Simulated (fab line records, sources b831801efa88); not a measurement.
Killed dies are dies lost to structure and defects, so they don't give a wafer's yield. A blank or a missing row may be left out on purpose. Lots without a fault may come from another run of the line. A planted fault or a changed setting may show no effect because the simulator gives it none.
One fault seen from 2 desks | flow sky130 | each desk has only its own numbers; what lay behind them comes last

THE TOOL OWNER'S DESK: litho_track-03
The tool's own readings at SKY_SD_N_DEVELOP_06 (develop time 60 s): means of the sampled wafers that have a number, for each lot that ran on this tool. A lot is out of limits, marked OUT, if its mean lies more than 4 standard deviations from the usual mean; the brackets give that distance.
Columns: A = developer_temp_C at SKY_SD_N_DEVELOP_06, usual 22.99 C
lot  | first seen here | A
L348 | day 28 17:01    | 22.98
L351 | day 30 09:48    | 22.90
L353 | day 30 13:37    | 23.02
L352 | day 30 14:18    | 22.96
L363 | day 33 08:58    | 22.98
L370 | day 35 11:24    | 23.05
This desk's finding: nothing out of limits on any of the 6 lots.

THE METROLOGY DESK
What the gauges read, lot by lot, whatever tool the lot ran on: means of the sampled wafers that have a number. A lot is out of limits, marked OUT, if its mean lies more than 4 standard deviations from the usual mean; the brackets give that distance.
Columns: A = POLY_CUT_OVL at SKY_POLY_CUT_OVL_MEAS_09, usual -1 nm; B = cd_nm at SKY_SD_N_CD_MEAS_07, usual 380.6 nm; C = SD_N_OVL at SKY_SD_N_OVL_MEAS_08, usual 0.2 nm; D = SD_N_TW at SKY_SD_N_TW_MEAS_12, usual 3989
lot  | first seen here | A  | B     | C    | D
L348 | day 25 02:43    | -3 | 380.0 | -0.0 | 4000
L351 | day 26 20:53    | -3 | 384.9 | -0.8 | 2010 (-76) OUT
L353 | day 27 00:32    | 3  | 375.8 | 0.9  | 2664 (-51) OUT
L352 | day 27 01:08    | -2 | 385.8 | -1.3 | 1350 (-99 or more) OUT
L356 | day 27 20:41    | -3 | 378.9 | 1.0  | 3975
L362 | day 29 17:08    | -2 | 383.7 | -0.5 | 4011
L363 | day 29 21:25    | 0  | 380.1 | -1.1 | 3974
L365 | day 30 23:38    | 9  | 379.9 | 2.2  | 3991
L368 | day 31 20:35    | -1 | 378.2 | 2.0  | 4000
L369 | day 31 23:49    | 4  | 380.5 | 0.3  | 4015
L370 | day 32 02:32    | 1  | 383.8 | -1.5 | 3958
This desk's finding: out of limits on L351, L352, L353; first on L351, day 30 10:29 (SD_N_TW at SKY_SD_N_TW_MEAS_12). In limits: L348, L356, L362, L363, L365, L368, L369, L370.

PUT TOGETHER
The metrology desk could have raised an alarm at day 30 10:29, on L351, L352, L353.
The tool owner's desk saw nothing out of limits.
The tool owner's desk has L351, L352, L353 on record, within its limits.
Of the lots named, all ran SKY_SD_N_DEVELOP_06 on litho_track-03.

WHAT THE SIMULATOR HAD PUT IN
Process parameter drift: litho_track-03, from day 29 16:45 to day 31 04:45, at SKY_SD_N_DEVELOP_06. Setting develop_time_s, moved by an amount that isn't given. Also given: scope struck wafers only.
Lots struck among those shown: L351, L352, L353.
Hours from the fault's start to each desk's first reading out of limits: the metrology desk, 18.
